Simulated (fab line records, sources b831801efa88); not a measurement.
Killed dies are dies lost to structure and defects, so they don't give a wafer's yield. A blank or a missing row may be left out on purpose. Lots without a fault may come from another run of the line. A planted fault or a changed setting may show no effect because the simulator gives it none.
Which tool did it? | flow gf180mcu | 24 lots, 72 wafers sampled, at 5 steps of a route of 602

WHAT THE GAUGES READ, wafer by wafer
GF_V2_THK_MEAS_25: measures by xrf.
lot  | measured     | on            | V2_W_THK (nm)
L074 | day 20 05:44 | film_metro-02 | 346 344 347
L075 | day 20 15:44 | film_metro-03 | 363 347 355
L076 | day 20 17:18 | film_metro-02 | 346 342 345
L077 | day 21 10:12 | film_metro-03 | 341 339 350
L078 | day 22 02:56 | film_metro-03 | 341 341 356
L079 | day 22 16:55 | film_metro-03 | 340 343 341
L080 | day 22 17:52 | film_metro-03 | 340 343 345
L083 | day 23 23:11 | film_metro-01 | 340 336 339
L081 | day 24 00:14 | film_metro-02 | 337 352 352
L082 | day 24 01:06 | film_metro-02 | 340 340 343
L084 | day 24 17:50 | film_metro-01 | 353 340 349
L085 | day 24 20:14 | film_metro-02 | 336 337 331
L086 | day 24 20:49 | film_metro-01 | 346 334 345
L088 | day 25 03:44 | film_metro-03 | 341 342 339
L087 | day 25 05:24 | film_metro-01 | 338 334 338
L091 | day 25 21:06 | film_metro-03 | 336 338 340
L089 | day 26 01:32 | film_metro-01 | 356 335 340
L090 | day 26 01:55 | film_metro-02 | 343 344 339
L092 | day 26 08:09 | film_metro-03 | 340 340 335
L093 | day 26 15:18 | film_metro-01 | 357 356 357
L094 | day 26 16:27 | film_metro-01 | 337 338 337
L095 | day 27 01:19 | film_metro-03 | 334 332 347
L096 | day 27 06:41 | film_metro-01 | 339 338 342
L097 | day 27 15:29 | film_metro-01 | 340 335 336

GF_V3_THK_MEAS_01.
lot  | measured     | on            | V3_CVD_00_THK (nm)
L074 | day 21 07:01 | film_metro-03 | 600 593 602
L075 | day 21 16:23 | film_metro-04 | 591 594 599
L076 | day 21 18:10 | film_metro-03 | 581 594 589
L077 | day 22 10:30 | film_metro-04 | 589 601 601
L078 | day 23 03:55 | film_metro-04 | 598 599 599
L079 | day 23 16:06 | film_metro-04 | 585 587 581
L080 | day 23 17:03 | film_metro-04 | 597 601 596
L083 | day 24 22:11 | film_metro-03 | 612 611 608
L081 | day 24 23:46 | film_metro-04 | 597 601 606
L082 | day 25 00:14 | film_metro-03 | 602 606 606
L084 | day 25 16:43 | film_metro-04 | 600 590 594
L085 | day 25 19:19 | film_metro-04 | 580 592 596
L086 | day 25 19:47 | film_metro-02 | 607 597 600
L088 | day 26 02:34 | film_metro-02 | 597 600 605
L087 | day 26 03:31 | film_metro-02 | 606 596 597
L091 | day 26 18:39 | film_metro-03 | 596 600 599
L089 | day 26 23:01 | film_metro-04 | 601 599 598
L090 | day 27 00:07 | film_metro-04 | 586 602 592
L092 | day 27 06:05 | film_metro-02 | 597 595 589
L093 | day 27 12:04 | film_metro-04 | 608 596 594
L094 | day 27 13:13 | film_metro-04 | 584 597 593
L095 | day 27 21:58 | film_metro-03 | 593 602 595
L096 | day 28 03:35 | film_metro-02 | 603 595 592
L097 | day 28 12:26 | film_metro-04 | 598 605 602

GF_V3_THK_MEAS_25: measures by xrf.
lot  | measured     | on            | V3_W_THK (nm)
L074 | day 22 08:10 | film_metro-04 | 347 346 348
L075 | day 22 17:23 | film_metro-04 | 355 335 355
L076 | day 22 19:16 | film_metro-04 | 332 355 355
L077 | day 23 10:38 | film_metro-03 | 335 339 334
L078 | day 24 03:26 | film_metro-04 | 338 347 345
L079 | day 24 15:35 | film_metro-04 | 345 340 342
L080 | day 24 16:31 | film_metro-04 | 331 356 353
L083 | day 25 21:35 | film_metro-03 | 355 333 351
L081 | day 25 22:35 | film_metro-03 | 352 340 337
L082 | day 25 22:55 | film_metro-02 | 330 328 350
L084 | day 26 14:29 | film_metro-02 | 344 350 345
L085 | day 26 17:37 | film_metro-03 | 342 341 335
L086 | day 26 18:06 | film_metro-04 | 349 355 352
L088 | day 27 00:34 | film_metro-04 | 337 356 351
L087 | day 27 00:55 | film_metro-03 | 341 339 329
L091 | day 27 16:01 | film_metro-04 | 339 342 338
L089 | day 27 20:00 | film_metro-02 | 347 335 344
L090 | day 27 20:44 | film_metro-02 | 344 333 329
L092 | day 28 02:43 | film_metro-04 | 336 354 332
L093 | day 28 08:58 | film_metro-04 | 328 350 350
L094 | day 28 10:39 | film_metro-03 | 332 330 352
L095 | day 28 19:04 | film_metro-03 | 340 342 338
L096 | day 29 00:32 | film_metro-03 | 331 332 335
L097 | day 29 09:08 | film_metro-04 | 337 350 356

WHICH TOOL RAN EACH LOT (tool, then ch and the chambers of the sampled wafers, then the start)
lot  | GF_V2_SPUTTER_22             | GF_V2_CVD_23
L074 | pvd_sputter-01, day 20 05:20 | cvd_w-01 ch 0, day 20 05:23
L075 | pvd_sputter-04, day 20 15:28 | cvd_w-01 ch 0,1, day 20 15:30
L076 | pvd_sputter-03, day 20 17:02 | cvd_w-02 ch 0,1, day 20 17:04
L077 | pvd_sputter-03, day 21 09:53 | cvd_w-01 ch 0,1, day 21 09:58
L078 | pvd_sputter-04, day 22 02:35 | cvd_w-01 ch 0,1, day 22 02:37
L079 | pvd_sputter-01, day 22 16:31 | cvd_w-02 ch 0, day 22 16:34
L080 | pvd_sputter-01, day 22 17:28 | cvd_w-02 ch 0, day 22 17:31
L083 | pvd_sputter-04, day 23 22:55 | cvd_w-02 ch 0,1, day 23 22:58
L081 | pvd_sputter-03, day 23 23:58 | cvd_w-01 ch 0,1, day 24 00:00
L082 | pvd_sputter-01, day 24 00:49 | cvd_w-02 ch 0, day 24 00:52
L084 | pvd_sputter-04, day 24 17:34 | cvd_w-01 ch 0,1, day 24 17:37
L085 | pvd_sputter-03, day 24 19:58 | cvd_w-02 ch 0,1, day 24 20:00
L086 | pvd_sputter-04, day 24 20:31 | cvd_w-01 ch 0,1, day 24 20:36
L088 | pvd_sputter-04, day 25 03:28 | cvd_w-02 ch 0,1, day 25 03:30
L087 | pvd_sputter-03, day 25 05:07 | cvd_w-02 ch 0,1, day 25 05:10
L091 | pvd_sputter-03, day 25 20:48 | cvd_w-02 ch 0,1, day 25 20:53
L089 | pvd_sputter-04, day 26 01:16 | cvd_w-01 ch 0,1, day 26 01:18
L090 | pvd_sputter-03, day 26 01:35 | cvd_w-02 ch 0,1, day 26 01:40
L092 | pvd_sputter-01, day 26 07:51 | cvd_w-02 ch 0,1, day 26 07:56
L093 | pvd_sputter-04, day 26 14:54 | cvd_w-01 ch 1, day 26 14:59
L094 | pvd_sputter-04, day 26 16:11 | cvd_w-02 ch 0,1, day 26 16:13
L095 | pvd_sputter-01, day 27 01:02 | cvd_w-01 ch 0,1, day 27 01:05
L096 | pvd_sputter-01, day 27 06:24 | cvd_w-02 ch 0,1, day 27 06:26
L097 | pvd_sputter-04, day 27 15:13 | cvd_w-02 ch 0,1, day 27 15:15
- GF_V2_SPUTTER_22: material TiN, target thk 10 nm, time 40 s.
- GF_V2_CVD_23: deposits W, target thk 350 nm, time 104.94 s.

WHAT THE TOOLS THEMSELVES READ (means of the sampled wafers that have a number; where no wafer has one, the mark that the record gives instead)
GF_V2_SPUTTER_22.
lot  | tool           | throttle_valve_pct (%)
L074 | pvd_sputter-01 | 30.8
L075 | pvd_sputter-04 | 29.5
L076 | pvd_sputter-03 | 29.9
L077 | pvd_sputter-03 | 29.9
L078 | pvd_sputter-04 | 29.6
L079 | pvd_sputter-01 | 30.6
L080 | pvd_sputter-01 | 31.7
L083 | pvd_sputter-04 | 29.6
L081 | pvd_sputter-03 | 30.4
L082 | pvd_sputter-01 | 30.2
L084 | pvd_sputter-04 | 29.3
L085 | pvd_sputter-03 | 30.3
L086 | pvd_sputter-04 | 29.6
L088 | pvd_sputter-04 | 29.2
L087 | pvd_sputter-03 | 29.9
L091 | pvd_sputter-03 | 30.2
L089 | pvd_sputter-04 | 29.2
L090 | pvd_sputter-03 | 30.3
L092 | pvd_sputter-01 | 30.5
L093 | pvd_sputter-04 | 29.4
L094 | pvd_sputter-04 | 29.1
L095 | pvd_sputter-01 | 31.3
L096 | pvd_sputter-01 | 31.6
L097 | pvd_sputter-04 | 29.5

GF_V2_CVD_23.
lot  | tool     | heater_power_w (W)
L074 | cvd_w-01 | 758
L075 | cvd_w-01 | 884
L076 | cvd_w-02 | 833
L077 | cvd_w-01 | 815
L078 | cvd_w-01 | 825
L079 | cvd_w-02 | 825
L080 | cvd_w-02 | 814
L083 | cvd_w-02 | 830
L081 | cvd_w-01 | 894
L082 | cvd_w-02 | 801
L084 | cvd_w-01 | 907
L085 | cvd_w-02 | 823
L086 | cvd_w-01 | 909
L088 | cvd_w-02 | 829
L087 | cvd_w-02 | 835
L091 | cvd_w-02 | 815
L089 | cvd_w-01 | 835
L090 | cvd_w-02 | 854
L092 | cvd_w-02 | 834
L093 | cvd_w-01 | 971
L094 | cvd_w-02 | 831
L095 | cvd_w-01 | 839
L096 | cvd_w-02 | 830
L097 | cvd_w-02 | 832

THE ANSWER, worked out from the rows above alone
Rule: what is usual is taken from the lots themselves. Put in order of their means at a reading, lots are off if they are a third of the lots or fewer, leave a main group of 4 or more, and stand apart from it by a gap of 3 or more times the standard deviation of the main group's means; of several such gaps the widest counts. A main group whose means are all the same, to the digits that the tables above print for the reading, isn't used. A lot without any number at a reading at which 4 lots or more have one is off too. The other lots that the step has rows for count as sound. The gauges are gone through in route order, then the tools' own readings, and for those a lot's mean is taken as printed above. The first step at which some lot is off is used, and at that step the reading that is off furthest; a lot without a number counts as furthest.
No lot is off at any reading shown: from this, nothing can be told.

WHAT THE SIMULATOR HAD PUT IN
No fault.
